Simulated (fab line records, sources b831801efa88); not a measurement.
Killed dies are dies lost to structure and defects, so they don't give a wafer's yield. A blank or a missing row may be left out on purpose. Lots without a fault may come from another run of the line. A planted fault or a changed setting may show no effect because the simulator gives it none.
Which tool did it? | flow gf180mcu | 12 lots, 36 wafers sampled, at 5 steps of a route of 602

WHAT THE GAUGES READ, wafer by wafer
GF_CONTACT_THK_MEAS_01.
lot  | measured     | on            | CONTACT_CVD_00_THK (nm)
L290 | day 14 22:40 | film_metro-01 | 299 292 300
L291 | day 15 11:26 | film_metro-02 | 303 302 297
L293 | day 16 00:40 | film_metro-02 | 296 301 292
L294 | day 16 14:31 | film_metro-03 | 304 304 302
L295 | day 16 23:25 | film_metro-03 | 298 303 299
L296 | day 17 11:22 | film_metro-01 | 303 298 296
L298 | day 17 22:31 | film_metro-03 | 293 298 300
L300 | day 18 19:13 | film_metro-02 | 302 298 301
L301 | day 19 02:25 | film_metro-03 | 302 298 300
L302 | day 19 16:14 | film_metro-02 | 293 300 294
L309 | day 21 22:37 | film_metro-02 | 444 303 300 443 303 300
L312 | day 22 23:37 | film_metro-01 | 301 293 294

GF_CONTACT_THK_MEAS_26: measures by xrf.
lot  | measured     | on            | CONTACT_W_THK (nm)
L290 | day 15 21:52 | film_metro-01 | 285 279 286
L291 | day 16 10:12 | film_metro-01 | 286 281 286
L293 | day 17 00:14 | film_metro-01 | 279 284 279
L294 | day 17 15:06 | film_metro-01 | 284 284 278
L295 | day 17 23:20 | film_metro-01 | 286 281 282
L296 | day 18 12:02 | film_metro-02 | 289 288 285
L298 | day 18 23:32 | film_metro-01 | 279 290 290
L300 | day 19 20:54 | film_metro-03 | 296 287 293
L301 | day 20 03:59 | film_metro-03 | 288 285 290
L302 | day 20 17:41 | film_metro-03 | 283 280 294
L309 | day 22 23:36 | film_metro-03 | 290 289 278
L312 | day 23 23:42 | film_metro-02 | 289 294 294

WHICH TOOL RAN EACH LOT (tool, then ch and the chambers of the sampled wafers, then the start)
lot  | GF_SAB_STRIP_13                      | GF_CONTACT_CVD_00                | GF_CONTACT_ETCH_17
L290 | plasma_asher-04 ch 0,1, day 14 21:50 | hdpcvd-01 ch 1,2, day 14 22:37   | rie_diel-03 ch 1,2, day 15 21:52 or earlier
L291 | plasma_asher-02 ch 0,1, day 15 10:41 | hdpcvd-02 ch 1,2, day 15 11:22   | rie_diel-04 ch 0,1,3, day 16 10:12 or earlier
L293 | plasma_asher-01 ch 0,1, day 15 23:54 | hdpcvd-01 ch 0,1,2, day 16 00:37 | rie_diel-04 ch 2,3, day 17 00:14 or earlier
L294 | plasma_asher-04 ch 0,1, day 16 13:45 | hdpcvd-01 ch 0,2, day 16 14:28   | rie_diel-04 ch 1,2, day 17 15:06 or earlier
L295 | plasma_asher-04 ch 0,1, day 16 22:39 | hdpcvd-01 ch 0,1, day 16 23:22   | rie_diel-02 ch 1,3, day 17 23:20 or earlier
L296 | plasma_asher-01 ch 0,1, day 17 10:37 | hdpcvd-02 ch 0,2, day 17 11:20   | rie_diel-02 ch 0,1,2, day 18 12:02 or earlier
L298 | plasma_asher-04 ch 0,1, day 17 21:43 | hdpcvd-01 ch 0,1,2, day 17 22:28 | rie_diel-02 ch 0,1,2, day 18 23:32 or earlier
L300 | plasma_asher-01 ch 0, day 18 18:28   | hdpcvd-01 ch 0,2, day 18 19:11   | rie_diel-04 ch 0,3, day 19 20:54 or earlier
L301 | plasma_asher-02 ch 0,1, day 19 01:40 | hdpcvd-02 ch 1,2, day 19 02:23   | rie_diel-02 ch 0,1,3, day 20 03:59 or earlier
L302 | plasma_asher-01 ch 0,1, day 19 15:27 | hdpcvd-01 ch 0,1,2, day 19 16:11 | rie_diel-03 ch 0,2, day 20 17:41 or earlier
L309 | plasma_asher-02 ch 1, day 21 21:50   | hdpcvd-02 ch 0,1,2, day 21 22:34 | rie_diel-04 ch 0,2,3, day 22 23:36 or earlier
L312 | plasma_asher-01 ch 0,1, day 22 22:47 | hdpcvd-01 ch 0,1, day 22 23:34   | rie_diel-04 ch 0,2,3, day 23 23:42 or earlier
- GF_SAB_STRIP_13: strips in O2/N2.
- GF_CONTACT_CVD_00: deposits SiO2, target thk 300 nm, time 50 s.
- GF_CONTACT_ETCH_17: etches SiO2 in C4F8/O2/Ar, stops on CoSi2, target depth 860 nm.

WHAT THE TOOLS THEMSELVES READ (means of the sampled wafers that have a number; where no wafer has one, the mark that the record gives instead)
GF_SAB_STRIP_13.
lot  | tool            | drypump_motor_current_A (A) | heater_power_w (W) | oes_product_au (a.u.) | strip_time_to_endpoint_s (s)
L290 | plasma_asher-04 | 5.8                         | 339                | 0.711                 | 12.50
L291 | plasma_asher-02 | 5.9                         | 356                | 0.711                 | 12.54
L293 | plasma_asher-01 | 6.2                         | 333                | 0.707                 | 12.51
L294 | plasma_asher-04 | 5.9                         | 357                | 0.710                 | 12.47
L295 | plasma_asher-04 | 5.9                         | 354                | 0.711                 | 12.45
L296 | plasma_asher-01 | 6.2                         | 330                | 0.711                 | 12.50
L298 | plasma_asher-04 | 5.8                         | 339                | 0.712                 | 12.51
L300 | plasma_asher-01 | 5.5                         | 364                | 0.714                 | 12.48
L301 | plasma_asher-02 | 5.9                         | 357                | 0.707                 | 12.46
L302 | plasma_asher-01 | 6.2                         | 327                | 0.706                 | 12.51
L309 | plasma_asher-02 | 6.0                         | 358                | 0.712                 | 12.49
L312 | plasma_asher-01 | 6.2                         | 324                | 0.711                 | 12.54

GF_CONTACT_CVD_00.
lot  | tool      | sih4_flow_sccm (sccm) | susceptor_temp_C (C)
L290 | hdpcvd-01 | 60.19                 | 400.06
L291 | hdpcvd-02 | 59.88                 | 399.88
L293 | hdpcvd-01 | 60.08                 | 400.03
L294 | hdpcvd-01 | 59.99                 | 400.06
L295 | hdpcvd-01 | 60.03                 | 400.29
L296 | hdpcvd-02 | 60.07                 | 399.61
L298 | hdpcvd-01 | 60.09                 | 400.30
L300 | hdpcvd-01 | 60.06                 | 399.88
L301 | hdpcvd-02 | 60.02                 | 399.96
L302 | hdpcvd-01 | 59.88                 | 400.02
L309 | hdpcvd-02 | 69.82                 | 399.97
L312 | hdpcvd-01 | 59.99                 | 400.02

GF_CONTACT_ETCH_17.
lot  | tool        | oes_product_au (a.u.)
L290 | rie_diel-03 | 0.814
L291 | rie_diel-04 | 0.815
L293 | rie_diel-04 | 0.813
L294 | rie_diel-04 | 0.809
L295 | rie_diel-02 | 0.814
L296 | rie_diel-02 | 0.816
L298 | rie_diel-02 | 0.810
L300 | rie_diel-04 | 0.814
L301 | rie_diel-02 | 0.819
L302 | rie_diel-03 | 0.812
L309 | rie_diel-04 | 0.841
L312 | rie_diel-04 | 0.812

THE ANSWER, worked out from the rows above alone
Rule: what is usual is taken from the lots themselves. Put in order of their means at a reading, lots are off if they are a third of the lots or fewer, leave a main group of 4 or more, and stand apart from it by a gap of 3 or more times the standard deviation of the main group's means; of several such gaps the widest counts. A main group whose means are all the same, to the digits that the tables above print for the reading, isn't used. A lot without any number at a reading at which 4 lots or more have one is off too. The other lots that the step has rows for count as sound. The gauges are gone through in route order, then the tools' own readings, and for those a lot's mean is taken as printed above. The first step at which some lot is off is used, and at that step the reading that is off furthest; a lot without a number counts as furthest.
Off: L309, at GF_CONTACT_THK_MEAS_01 (CONTACT_CVD_00_THK). The main group: mean 299 nm, standard deviation 2.3.
A tool fits if, at a process step before that reading, it ran every lot that is off, and no sound lot after the first of them. The gauges at GF_CONTACT_THK_MEAS_01 aren't tried: what is off there is off at GF_CONTACT_CVD_00 too, on other tools, and a gauge's error can't cause that. Can't be told from this: 2 tools fit, plasma_asher-02 at GF_SAB_STRIP_13, hdpcvd-02 at GF_CONTACT_CVD_00.

WHAT THE SIMULATOR HAD PUT IN
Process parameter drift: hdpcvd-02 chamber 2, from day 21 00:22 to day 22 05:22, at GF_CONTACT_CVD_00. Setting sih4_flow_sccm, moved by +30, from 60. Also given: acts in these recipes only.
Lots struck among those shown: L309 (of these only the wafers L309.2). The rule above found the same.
